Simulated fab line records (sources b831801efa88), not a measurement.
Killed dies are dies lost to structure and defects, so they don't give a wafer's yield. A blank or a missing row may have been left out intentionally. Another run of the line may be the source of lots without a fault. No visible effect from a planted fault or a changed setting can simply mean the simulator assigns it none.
Which tool did it?    flow gf180mcu    31 wafers from 11 lots sampled at 4 of the route's 602 steps

## WHAT THE GAUGES SHOWED, per wafer
GF_V3_RS_MEAS_24: uses a four-point probe to measure.
lot   measured      on             V3_W_RS (ohm/sq)
L908  day 22 05:54  film-metro-02  0.332 0.330 0.326
L909  day 22 13:53  film-metro-03  0.322 0.328 0.325
L910  day 23 00:35  film-metro-02  0.325 0.326 0.329
L911  day 23 07:34  film-metro-01  0.325 0.333 0.332
L913  day 24 02:06  film-metro-01  0.325 0.323 0.326
L914  day 24 12:50  film-metro-03  0.326 0.331 0.327
L916  day 25 01:19  film-metro-03  0.324 0.327 0.329
L917  day 25 16:16  film-metro-02  0.327 0.324 0.326
L921  day 27 03:40  film-metro-01  1.093 1.110
L923  day 27 20:08  film-metro-02  0.329 1.157
L929  day 29 11:57  film-metro-03  0.325 0.325 0.324

## WHAT TOOL EACH LOT RAN ON (gives the tool, then ch and the chambers of the sampled wafers, and finally the start)
lot   GF_M3_SPUTTER_03              GF_V3_STRIP_18                        GF_V3_CVD_23
L908  pvd-sputter-03, day 20 04:22  plasma-asher-04 ch 0,1, day 22 05:07  cvd-w-01 ch 0,1, day 22 05:47
L909  pvd-sputter-03, day 20 12:13  plasma-asher-04 ch 0,1, day 22 13:05  cvd-w-02 ch 0,1, day 22 13:46
L910  pvd-sputter-01, day 20 22:32  plasma-asher-03 ch 1, day 22 23:49    cvd-w-02 ch 0,1, day 23 00:28
L911  pvd-sputter-01, day 21 06:23  plasma-asher-04 ch 0,1, day 23 06:48  cvd-w-02 ch 0,1, day 23 07:26
L913  pvd-sputter-01, day 22 01:49  plasma-asher-04 ch 0,1, day 24 01:19  cvd-w-02 ch 0,1, day 24 01:58
L914  pvd-sputter-02, day 22 14:05  plasma-asher-04 ch 0,1, day 24 12:06  cvd-w-02 ch 0,1, day 24 12:44
L916  pvd-sputter-02, day 23 01:58  plasma-asher-02 ch 0,1, day 25 00:33  cvd-w-02 ch 0,1, day 25 01:11
L917  pvd-sputter-03, day 23 18:58  plasma-asher-04 ch 0,1, day 25 15:31  cvd-w-02 ch 0,1, day 25 16:10
L921  pvd-sputter-02, day 25 06:58  plasma-asher-03 ch 1, day 27 02:53    cvd-w-01 ch 0, day 27 03:32
L923  pvd-sputter-03, day 26 00:16  plasma-asher-02 ch 1, day 27 19:21    cvd-w-01 ch 0, day 27 20:02
L929  pvd-sputter-02, day 27 19:08  plasma-asher-02 ch 0, day 29 11:07    cvd-w-02 ch 1, day 29 11:49
- GF_M3_SPUTTER_03: material Ti, target thk 10 nm, time 6.7 s.
- GF_V3_STRIP_18: strips in O2/N2.
- GF_V3_CVD_23: deposits W, target thk 350 nm, time 104.9 s.

## THE ANSWER, worked out from the rows above alone
Rule: the usual values come from the lots themselves. The widest of any qualifying gaps counts: lots, ordered by their means at a reading, are off when they make up no more than a third of the lots, leave a main group of 4 or more, and stand apart from it by 3 or more times the standard deviation of that group's means. A main group is skipped when, at the precision printed for the reading in the tables above, its means are all equal. Also off: a lot with no number at a reading for which 4 or more lots have one. Any other lot the step has rows for is counted as sound.
Off: L921, L923, at GF_V3_RS_MEAS_24 (V3_W_RS). For the main group the mean is 0.327 ohm/sq and the standard deviation 0.0019.
If a tool, at a process step before that reading, ran all the lots that are off and no sound lot after the first of them, it fits. Gauges at GF_V3_RS_MEAS_24: tried the same way as those tools. One candidate fits, namely cvd-w-01 at GF_V3_CVD_23. A fault onset in the window from L908 (day 22 05:47, its last sound lot) to L921 (day 27 03:32, its first lot off) fits.

## WHAT HAD BEEN PUT IN BY THE SIMULATOR
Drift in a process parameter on cvd-w-01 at GF_V3_CVD_23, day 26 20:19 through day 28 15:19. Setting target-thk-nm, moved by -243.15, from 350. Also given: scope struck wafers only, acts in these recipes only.
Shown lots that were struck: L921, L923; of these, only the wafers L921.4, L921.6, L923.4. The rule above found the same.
